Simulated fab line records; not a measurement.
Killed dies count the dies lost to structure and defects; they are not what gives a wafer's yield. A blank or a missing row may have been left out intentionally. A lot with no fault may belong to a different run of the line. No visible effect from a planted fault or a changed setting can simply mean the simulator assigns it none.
What tool caused it? | flow gf180mcu | 33 wafers from 11 lots sampled at 2 of the route's 602 steps

== WHAT EACH GAUGE READ, for each wafer ==
GF_M3_OVL_MEAS_15. Usual: for M3_OVL the level is -1 nm and the standard deviation is 5.2.
lot  | measured     | on         | M3_OVL (nm) | flag
L666 | day 21 11:54 | overlay-01 | -2 7 6      |
L668 | day 22 06:25 | overlay-02 | -1 -7 -2    |
L670 | day 22 22:57 | overlay-01 | 4 6 1       |
L671 | day 23 00:27 | overlay-01 | -6 -11 -4   |
L672 | day 23 08:17 | overlay-02 | -10 -10 -4  |
L673 | day 23 13:18 | overlay-02 | 5 -2 -7     |
L681 | day 26 07:20 | overlay-01 | -5 2 2      |
L684 | day 27 11:31 | overlay-01 | -8 0 -8     |
L686 | day 28 08:07 | overlay-01 | 3 -2 13     |
L688 | day 28 18:28 | overlay-02 | 0 5 3       |
L687 | day 28 20:13 | overlay-02 | -3 2 -6     |

GF_V3_THK_MEAS_03. Usual: for V3_CVD_02_THK the level is 855 nm and the standard deviation is 10.
lot  | measured     | on            | V3_CVD_02_THK (nm) | flag
L666 | day 21 12:54 | film-metro-04 | 863 867 873        |
L668 | day 22 07:25 | film-metro-01 | 855 847 869        |
L670 | day 22 23:50 | film-metro-04 | 845 843 851        |
L671 | day 23 01:20 | film-metro-04 | 859 879 874        |
L672 | day 23 09:13 | film-metro-02 | 857 860 864        |
L673 | day 23 14:11 | film-metro-02 | 862 865 859        |
L681 | day 26 08:16 | film-metro-04 | 842 842 856        |
L684 | day 27 12:26 | film-metro-04 | 853 865 871        |
L686 | day 28 09:00 | film-metro-04 | 841 851 842        |
L688 | day 28 19:20 | film-metro-04 | 857 848 870        |
L687 | day 28 21:10 | film-metro-04 | 842 840 859        |

== EACH LOT AND THE TOOL THAT RAN IT (in order: tool; ch and the chambers of the sampled wafers; start) ==
The record holds no process step before these readings.

== WHAT THE TOOLS THEMSELVES READ (means of the sampled wafers that have a number; where no wafer has one, the mark that the record gives instead) ==
The record holds no such reading with a usual standard deviation.

== THE ANSWER, worked out from the rows above alone ==
Rule: take the mean of a lot's wafers that have a number; if it is more than 3 standard deviations from the usual mean, the lot is off. A lot without any number at a reading at which 4 lots or more have one is off too. All remaining lots with rows at the step are treated as sound. Order of review: gauges by route order, followed by the tools' own readings, for which a lot's mean as printed above is used. The first step at which some lot is off is used, and at that step the reading that is off furthest; a lot without a number counts as furthest.
None of the lots is off at any reading shown; this tells nothing.

== WHAT THE SIMULATOR HAD PUT IN ==
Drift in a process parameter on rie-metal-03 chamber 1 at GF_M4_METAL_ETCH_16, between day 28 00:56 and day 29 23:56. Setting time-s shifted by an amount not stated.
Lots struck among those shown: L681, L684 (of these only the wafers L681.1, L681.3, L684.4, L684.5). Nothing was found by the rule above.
